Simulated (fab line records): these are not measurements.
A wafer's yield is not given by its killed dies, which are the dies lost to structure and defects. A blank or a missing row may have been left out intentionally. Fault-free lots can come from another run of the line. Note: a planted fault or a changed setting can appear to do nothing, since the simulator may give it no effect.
A lot that was struck, set against a sound lot + flow sky130 + 16 steps out of a route of 708
Sound: the wafers L484.1, L484.3, L484.4. Struck: wafer L475.4. (L475.1 of the same lot was not struck and is left out.) The cause comes at the end.
For every step that has rows: the tool of each side, followed by ch and its chambers, followed by its first start. Under that, the readings that differ: sound wafers + struck wafers + difference of the means + sigmas: that difference in standard deviations of wafers without a fault.
alike: readings with means less than 2 such deviations apart, plus words and numbers identical on both sides. not compared: withheld readings, readings lacking a value on some wafer, bounds such as >300 that could conceal the same value, and numbers that have no deviation in the record and whose values overlap.
A row with sigmas, a row that says differs or no value, or rows on one side alone: a step with any of these is where the two part. When numbers do not overlap yet have no deviation, they are printed without sigmas and do not part them. Lack of a reading on every wafer of one side parts them only where that side has two or more wafers.

SKY_SD_N_OVL_MEAS_08:
  sound on overlay-02 at day 34 11:55; struck on overlay-02 at day 31 09:13
  alike: SD_N_OVL
then, 2 steps without rows for these wafers: SKY_SD_N_IMPLANT_09; SKY_SD_N_IMPLANT_10.
SKY_SD_N_STRIP_11: strips in O2/N2.
  sound on plasma_asher-04 ch 0,1, day 34 12:16; struck on plasma_asher-04 ch 1, day 31 09:34
  alike: drypump_motor_current_A, oes_product_au, strip_time_to_endpoint_s
  not compared: rf_hours_counter_h
SKY_SD_N_TW_MEAS_12:
  sound on film_metro-02 at day 34 12:22; struck on film_metro-03 at day 31 09:40
  alike: SD_N_TW
then, 1 step without rows for these wafers: SKY_SD_N_CLEAN_13 (cleans in SC1/SC2, time 150 s).
SKY_SD_N_RTA_14: time 2 s.
  sound on rtp_anneal-01 ch 0, day 34 12:29; struck on rtp_anneal-01 ch 0, day 31 09:47
  alike: anneal_temp_c_max, chamber_o2_ppm, lamp_power_pct, wafer_temp_C_max
SKY_SD_N_RS_MEAS_16: the measuring method here is four-point-probe.
  sound on film_metro-01 at day 34 12:39; struck on film_metro-02 at day 31 09:58
  alike: SD_N_RS
SKY_SD_N_RS_MEAS_17: the measuring method here is four-point-probe.
  sound on film_metro-01 at day 34 12:46; struck on film_metro-02 at day 31 10:05
  alike: SD_P_RS
SKY_SD_N_RS_MEAS_18: the measuring method here is four-point-probe.
  sound on film_metro-01 at day 34 12:53; struck on film_metro-02 at day 31 10:12
| reading               | sound             | struck | difference | sigmas |
|-----------------------|-------------------|--------|------------|--------|
| RES_XHIGH_RS (ohm/sq) | 331.5 331.1 334.0 | 334.9  | +2.7       | +2     |
then, 1 step without rows for these wafers: SKY_SALICIDE_CLEAN_00 (cleans in HF-last, time 30 s).
SKY_LI_CONTACT_HDPCVD_00: deposits PSG, target thk 930 nm, time 155 s.
  sound on hdpcvd-02 ch 0,2, day 34 13:02; struck on hdpcvd-01 ch 0, day 31 10:20
| reading                                       | sound             | struck | difference | sigmas |
|-----------------------------------------------|-------------------|--------|------------|--------|
| run_length_s (s)                              | 183.0 183.4 183.0 | 232.3  | +49.2      | +93    |
| model.PSG_of_LI_CONTACT_HDPCVD_00.thk_nm (nm) | 919.4 923.4 931.4 | 1234   | +309       |        |
SKY_LI_CONTACT_THK_MEAS_01:
  sound on film_metro-02 at day 34 13:08; struck on film_metro-01 at day 31 10:26
| reading                    | sound       | struck | difference | sigmas |
|----------------------------|-------------|--------|------------|--------|
| LI_CONTACT_HDPCVD_THK (nm) | 920 923 932 | 1233   | +308       | +31    |
SKY_LI_CONTACT_CMP_02: polishes PSG.
  sound on cmp-01 ch 0,1,3, day 34 13:11; struck on cmp-01 ch 2, day 31 10:30
| reading                | sound    | struck | difference | sigmas |
|------------------------|----------|--------|------------|--------|
| time_to_endpoint_s (s) | 29 35 39 | 71     | +37        | +7     |
  alike: motor_current_A, retaining_ring_pressure_frac
SKY_LI_CONTACT_BOW_MEAS_03:
  sound on film_metro-02 at day 34 13:29; struck on film_metro-01 at day 31 10:48
  alike: LI_CONTACT_BOW
SKY_PAD_OPEN_PROBE_99:
  the record has rows for the sound wafers here (prober-02, day 50 08:10) and none for the struck ones

WHERE THEY PART
Last at SKY_PAD_OPEN_PROBE_99 as far as this record goes, first at SKY_SD_N_RS_MEAS_18.

WHY: whatever the simulator had introduced
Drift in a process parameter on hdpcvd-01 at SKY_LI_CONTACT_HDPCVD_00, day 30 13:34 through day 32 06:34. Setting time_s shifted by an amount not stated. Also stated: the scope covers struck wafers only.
